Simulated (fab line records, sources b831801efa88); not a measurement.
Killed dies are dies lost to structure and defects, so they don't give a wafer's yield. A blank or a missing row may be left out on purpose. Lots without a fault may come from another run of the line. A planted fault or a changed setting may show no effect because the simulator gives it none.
One fault seen from 2 desks | flow sky130 | each desk has only its own numbers; what lay behind them comes last

THE METROLOGY DESK
What the gauges read, lot by lot, whatever tool the lot ran on: means of the sampled wafers that have a number. A lot is out of limits, marked OUT, if its mean lies more than 4 standard deviations from the usual mean; the brackets give that distance.
Columns: A = cd_nm at SKY_SONOS_TUNNEL_CD_MEAS_07, usual 410.9 nm; B = POLY_GATE_OVL at SKY_POLY_GATE_OVL_MEAS_14, usual -1 nm
lot  | first seen here | A     | B
L394 | day 11 15:57    | 409.9 | 3
L396 | day 12 05:31    | 412.3 | -4
L397 | day 12 16:12    | 411.8 | 3
L400 | day 13 14:56    | 413.9 | -1
L401 | day 13 21:33    | 413.8 | -3
L402 | day 14 05:20    | 407.7 | 4
L405 | day 15 10:57    | 411.5 | -1
L407 | day 16 02:50    | 412.9 | -7
L408 | day 16 12:56    | 409.2 | -8
L409 | day 16 17:40    | 409.8 | 6
L413 | day 17 21:26    | 406.9 | 2
L415 | day 18 19:51    | 410.3 | -7
L416 | day 19 01:56    | 412.1 | -1
This desk's finding: nothing out of limits on any of the 13 lots.

THE TOOL OWNER'S DESK: implanter-01
The tool's own readings at SKY_LDD_N_IMPLANT_08: means of the sampled wafers that have a number, for each lot that ran on this tool. A lot is out of limits, marked OUT, if its mean lies more than 4 standard deviations from the usual mean; the brackets give that distance.
Columns: A = beam_on_s at SKY_LDD_N_IMPLANT_08, usual 9.98 s; B = end_station_pressure_torr at SKY_LDD_N_IMPLANT_08, usual 5.33e-06 Torr; C = faraday_current_uA at SKY_LDD_N_IMPLANT_08, usual 423; D = rotation_deg at SKY_LDD_N_IMPLANT_08, usual 22.999 degrees
lot  | first seen here | A                | B                          | C              | D
L400 | day 20 09:03    | 10.04            | 5.30e-06                   | 420            | 23.013
L401 | day 20 14:57    | 10.04            | 5.45e-06                   | 420            | 22.981
L407 | day 23 01:25    | 10.99 (+4.8) OUT | 6.42e-05 (+99 or more) OUT | 374 (-5.5) OUT | 22.988
L408 | day 23 12:33    | 10.83 (+4.1) OUT | 6.57e-05 (+99 or more) OUT | 377 (-5.1) OUT | 23.009
L409 | day 23 16:43    | 11.05 (+5.1) OUT | 6.68e-05 (+99 or more) OUT | 370 (-6.0) OUT | 23.001
This desk's finding: out of limits on L407, L408, L409; first on L407, day 23 01:25 (beam_on_s at SKY_LDD_N_IMPLANT_08). In limits: L400, L401.

PUT TOGETHER
The tool owner's desk could have raised an alarm at day 23 01:25, on L407, L408, L409.
The metrology desk saw nothing out of limits.
The metrology desk has L407, L408, L409 on record, within its limits.
Of the lots named, all ran SKY_LDD_N_IMPLANT_08 on implanter-01.

WHAT THE SIMULATOR HAD PUT IN
Process parameter drift: implanter-01, from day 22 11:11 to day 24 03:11, at SKY_LDD_N_IMPLANT_08. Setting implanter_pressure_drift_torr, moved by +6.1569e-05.
Process parameter drift: implanter-01, from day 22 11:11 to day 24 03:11, at SKY_LDD_N_IMPLANT_08. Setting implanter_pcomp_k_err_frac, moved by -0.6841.
Lots struck among those shown: L407, L408, L409.
Hours from the fault's start to each desk's first reading out of limits: the tool owner's desk, 14.
